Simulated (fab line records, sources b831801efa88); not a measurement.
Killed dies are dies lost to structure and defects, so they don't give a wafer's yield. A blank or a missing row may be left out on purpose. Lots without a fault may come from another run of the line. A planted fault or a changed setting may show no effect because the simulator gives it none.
Chamber matching | flow gf180mcu | GF_V2_CMP_26 on cmp-01: 4 sister chambers
The step polishes, stops on SiO2, t overpolish 15 s, target thk 0 nm. 4 wafers are shown with their chamber, then 8 later ones without.

WAFERS WITH THEIR CHAMBER
wafer  | chamber | motor_current_A (A)
L312.6 | 0       | 12.3
L318.5 | 3       | 11.1
L318.6 | 2       | 11.0
L319.1 | 1       | 11.4

WAFERS WITHOUT THEIR CHAMBER
wafer  | motor_current_A (A)
L319.2 | 10.9
L319.5 | 12.0
L320.1 | 12.8
L320.3 | 11.8
L320.6 | 12.5
L321.1 | 11.8
L321.2 | 12.3
L321.5 | 12.1

WHICH CHAMBER EACH WENT THROUGH
wafer  | from the rows above               | in truth
L319.2 | can't be placed: 2 or 3 or 1      | 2
L319.5 | can't be placed: 0 or 1 or 3      | 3
L320.1 | 0                                 | 0
L320.3 | can't be placed: 1 or 0 or 3 or 2 | 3
L320.6 | 0                                 | 0
L321.1 | can't be placed: 1 or 0 or 3 or 2 | 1
L321.2 | 0                                 | 0
L321.5 | can't be placed: 0 or 1           | 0
Placed correctly: 3 of 8. Can't be placed from these rows: 5 (the true chamber is among the candidates in 5). Placed wrongly: 0.
How it was worked out, from the rows above alone: a wafer's distance from a chamber is the root of the sum, over the readings, of the square of ((its reading less the chamber's mean) divided by the reading's scatter). The wafer belongs to the nearest chamber; if the next one is less than 2 further off, it can't be placed. A chamber's mean is the mean of its shown wafers. The scatter: with one shown wafer a chamber, the root of the mean of the squares of how far each hidden wafer lies from its nearest shown one.
